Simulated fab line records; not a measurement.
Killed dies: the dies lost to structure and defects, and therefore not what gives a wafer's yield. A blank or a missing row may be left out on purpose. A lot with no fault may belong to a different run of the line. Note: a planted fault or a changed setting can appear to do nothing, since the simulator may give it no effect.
Comparing a struck lot with a sound one | flow sky130 | 16 out of 708 route steps
Sound: the wafers L405.1, L405.4, L405.6. Wafers L410.2, L410.5, L410.6 were the ones struck. The cause is given at the end.
For every step that has rows: the tool of each side, followed by ch and its chambers, followed by its first start. Under that, the readings that differ: sound wafers | struck wafers | difference of the means | sigmas: that difference in standard deviations of wafers without a fault.
alike: words and numbers the same on both sides, and readings whose means are apart by under 2 such deviations; not compared: readings that were withheld, readings missing a value for some wafer, numbers with overlapping values and no deviation given by the record, and bounds like >300 which may hide the same value.
The two part at a step that has a row with sigmas, a row that says differs or no value, or rows on one side only. Numbers that have no deviation but don't overlap get no sigmas and don't part them. Lack of a reading on every wafer of one side parts them only where that side has two or more wafers.

first, 5 steps without rows for these wafers: SKY_SONOS_TUNNEL_COAT_02 (resist thk 1140 nm); SKY_SONOS_TUNNEL_SOFTBAKE_03 (time 60 s); SKY_SONOS_TUNNEL_EXPOSE_04 (exposes mask TUNM, target cd 410 nm); SKY_SONOS_TUNNEL_PEB_05; SKY_SONOS_TUNNEL_DEVELOP_06 (develop time 60 s).
SKY_SONOS_TUNNEL_CD_MEAS_07 targets a cd of 410 nm.
  sound: cd-sem-01 at day 12 16:24; struck: cd-sem-02 at day 14 03:28
  alike: cd-nm
SKY_SONOS_TUNNEL_OVL_MEAS_08:
  sound: overlay-01 at day 12 16:31; struck: overlay-01 at day 14 03:35
  alike: SONOS_TUNNEL_OVL
then, 3 steps without rows for these wafers: SKY_SONOS_TUNNEL_IMPLANT_09; SKY_SONOS_TUNNEL_WET_ETCH_10 (etches SiO2 in dHF, target depth 14 nm, time 280 s); SKY_SONOS_TUNNEL_STRIP_11 (strips in SPM, time 600 s).
SKY_SONOS_TUNNEL_TW_MEAS_12:
  sound: film-metro-04 at day 12 16:59; struck: film-metro-04 at day 14 04:02
  alike: SONOS_TUNNEL_TW
then, 1 step without rows for these wafers: SKY_SONOS_TUNNEL_CLEAN_13 (cleans in dHF, time 20 s).
SKY_SONOS_ONO_OXIDATION_00: stabilise 600 s, purge 300 s, target thk 2.6 nm.
  sound on furnace-01 ch 0, day 12 17:38; struck on furnace-01 ch 0, day 14 06:16
  reading                                          | sound             | struck            | difference | sigmas
  model.SiO2_of_SONOS_ONO_OXIDATION_00.thk-nm (nm) | 2.547 2.537 2.537 | 2.965 2.946 2.946 | +0.412     |
  alike: ramp-up-c-per-min
SKY_SONOS_ONO_THK_MEAS_01:
  sound: film-metro-02 at day 12 18:59; struck: film-metro-04 at day 14 07:37
  reading                      | sound          | struck         | difference | sigmas
  SONOS_ONO_OXIDATION_THK (nm) | 2.57 2.50 2.57 | 2.99 2.92 2.92 | +0.40      | +6
then, 1 step without rows for these wafers: SKY_SONOS_ONO_CVD_02 (deposits Si3N4 from DCS/NH3, target thk 10.5 nm, time 180 s).
-- the record jumps here: 34 days lie between the struck wafers' starts before and after (it left off in module SONOS_ONO and takes up again in module PAD_OPEN, whose first step shown is number 708 of the route) --
SKY_PAD_OPEN_PROBE_99:
  sound: prober-01 at day 46 22:20; struck: prober-02 at day 47 20:31
  reading                               | sound                  | struck                 | difference | sigmas
  model.etest.sonos-erased.drive-ua-um  | 214.2 206.8 215        | 167.3 185.6 186.9      | -32.1      |
  model.etest.cap-ono.gate-log10-a-cm2  | -7.661 -7.458 -7.578   | -8.411 -8.281 -8.34    | -0.778     |
  model.etest.cap-ono.gate-bv-v (V)     | 15.94 16.06 16.23      | 16.88 16.45 17.15      | +0.75      |
  model.etest.cap-ono.tox-acc-nm (nm)   | 12.65 12.53 12.65      | 13.23 13.12 13.16      | +0.56      |
  model.etest.sonos-erased.vt-v (V)     | -2.404 -2.427 -2.419   | -1.942 -2.031 -2.018   | +0.420     |
  model.etest.sonos-programmed.vt-v (V) | 1.59 1.596 1.592       | 1.364 1.41 1.384       | -0.207     |
  model.etest.sonos-baked.vt-less-v (V) | -0.5719 -0.574 -0.5659 | -0.3894 -0.4294 -0.408 | +0.1617    |
  alike: killed_at_M0_to_M3, killed_at_M4_up, killed-at-contacts, killed-at-front-end, killed-at-other, killed-dies, killed-open, killed-short

WHERE THEY PART
SKY_SONOS_ONO_THK_MEAS_01 only, going by this record. Later steps at which nothing parts them and some readings are alike: SKY_PAD_OPEN_PROBE_99.

WHY: the cause the simulator had injected
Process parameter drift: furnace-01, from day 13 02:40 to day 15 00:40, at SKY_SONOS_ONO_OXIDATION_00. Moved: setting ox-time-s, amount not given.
